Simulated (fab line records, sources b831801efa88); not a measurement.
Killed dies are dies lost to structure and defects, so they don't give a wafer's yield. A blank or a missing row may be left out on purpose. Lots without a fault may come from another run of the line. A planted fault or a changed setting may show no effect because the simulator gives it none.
Chamber matching | flow gf180mcu | GF_V1_CMP_26 on cmp-01: 4 sister chambers
The step polishes, stops on SiO2, t overpolish 15 s, target thk 0 nm. 8 wafers are shown with their chamber, then 6 later ones without.

WAFERS WITH THEIR CHAMBER
wafer  | chamber | motor_current_A (A) | time_to_endpoint_s (s)
L234.1 | 1       | 11.3                | 86
L234.3 | 3       | 12.0                | 89
L234.4 | 0       | 15.1                | 80
L238.1 | 2       | 13.8                | 78
L238.6 | 1       | 12.3                | 89
L244.1 | 2       | 13.5                | 78
L244.4 | 3       | 11.5                | 87
L244.5 | 0       | 14.8                | 80

WAFERS WITHOUT THEIR CHAMBER
wafer  | motor_current_A (A) | time_to_endpoint_s (s)
L246.3 | 11.2                | 93
L246.4 | 13.9                | 82
L246.5 | 14.1                | 81
L247.1 | 12.1                | 93
L247.2 | 13.7                | 79
L247.3 | 11.9                | 92

WHICH CHAMBER EACH WENT THROUGH
wafer  | from the rows above     | in truth
L246.3 | can't be placed: 3 or 1 | 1
L246.4 | can't be placed: 0 or 2 | 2
L246.5 | can't be placed: 0 or 2 | 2
L247.1 | can't be placed: 3 or 1 | 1
L247.2 | 2                       | 2
L247.3 | can't be placed: 3 or 1 | 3
Placed correctly: 1 of 6. Can't be placed from these rows: 5 (the true chamber is among the candidates in 5). Placed wrongly: 0.
How it was worked out, from the rows above alone: a wafer's distance from a chamber is the root of the sum, over the readings, of the square of ((its reading less the chamber's mean) divided by the reading's scatter). The wafer belongs to the nearest chamber; if the next one is less than 2 further off, it can't be placed. A chamber's mean is the mean of its shown wafers. The scatter: the root of (the sum of the squares of (reading less its chamber's mean) over the shown wafers, divided by (wafers less chambers)).
